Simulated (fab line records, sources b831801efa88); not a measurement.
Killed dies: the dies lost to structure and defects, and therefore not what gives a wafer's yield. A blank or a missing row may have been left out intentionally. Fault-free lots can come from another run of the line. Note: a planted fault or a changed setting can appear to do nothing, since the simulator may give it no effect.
Which tool was responsible? :: flow gf180mcu :: route of 602 steps, sampled at 1 step: 12 lots, 36 wafers

== WHAT THE GAUGES SHOWED, per wafer ==
GF_STI_THK_MEAS_22.
lot: L075
measured: day 2 10:13
on: film_metro-03
STI_OXIDATION_01_THK (nm): 15.6 15.5 15.1

lot: L077
measured: day 2 20:13
on: film_metro-03
STI_OXIDATION_01_THK (nm): 15.0 15.0 15.0

lot: L079
measured: day 3 05:36
on: film_metro-03
STI_OXIDATION_01_THK (nm): 14.7 15.0 14.9

lot: L081
measured: day 3 19:58
on: film_metro-03
STI_OXIDATION_01_THK (nm): 16.1 15.8 16.2

lot: L083
measured: day 4 03:17
on: film_metro-01
STI_OXIDATION_01_THK (nm): 15.0 15.1 15.1

lot: L085
measured: day 4 15:23
on: film_metro-03
STI_OXIDATION_01_THK (nm): 15.6 15.8 15.7

lot: L087
measured: day 4 22:59
on: film_metro-03
STI_OXIDATION_01_THK (nm): 14.6 15.0 14.9

lot: L089
measured: day 5 09:31
on: film_metro-03
STI_OXIDATION_01_THK (nm): 15.7 15.6 15.8

lot: L091
measured: day 5 19:32
on: film_metro-02
STI_OXIDATION_01_THK (nm): 15.8 15.6 15.5

lot: L093
measured: day 6 05:41
on: film_metro-01
STI_OXIDATION_01_THK (nm): 15.4 15.5 15.6

lot: L095
measured: day 6 15:40
on: film_metro-02
STI_OXIDATION_01_THK (nm): 15.3 15.4 15.4

lot: L097
measured: day 7 01:39
on: film_metro-01
STI_OXIDATION_01_THK (nm): 15.7 15.4 15.5

== TOOL THAT RAN EACH LOT (tool first, then ch and the chambers of the sampled wafers, then the start) ==
Record: no process step prior to these readings.

== THE ANSWER, worked out from the rows above alone ==
Rule: the lots themselves supply what counts as usual. The widest of any qualifying gaps counts: lots, ordered by their means at a reading, are off when they make up no more than a third of the lots, leave a main group of 4 or more, and stand apart from it by 3 or more times the standard deviation of that group's means. The tables above print the reading to a certain number of digits; a main group whose means all agree to those digits is not used. A lot without any number at a reading at which 4 lots or more have one is off too. Any other lot the step has rows for is counted as sound.
No lot is off on any of the readings shown, so nothing can be concluded from this.

== WHAT HAD BEEN PUT IN BY THE SIMULATOR ==
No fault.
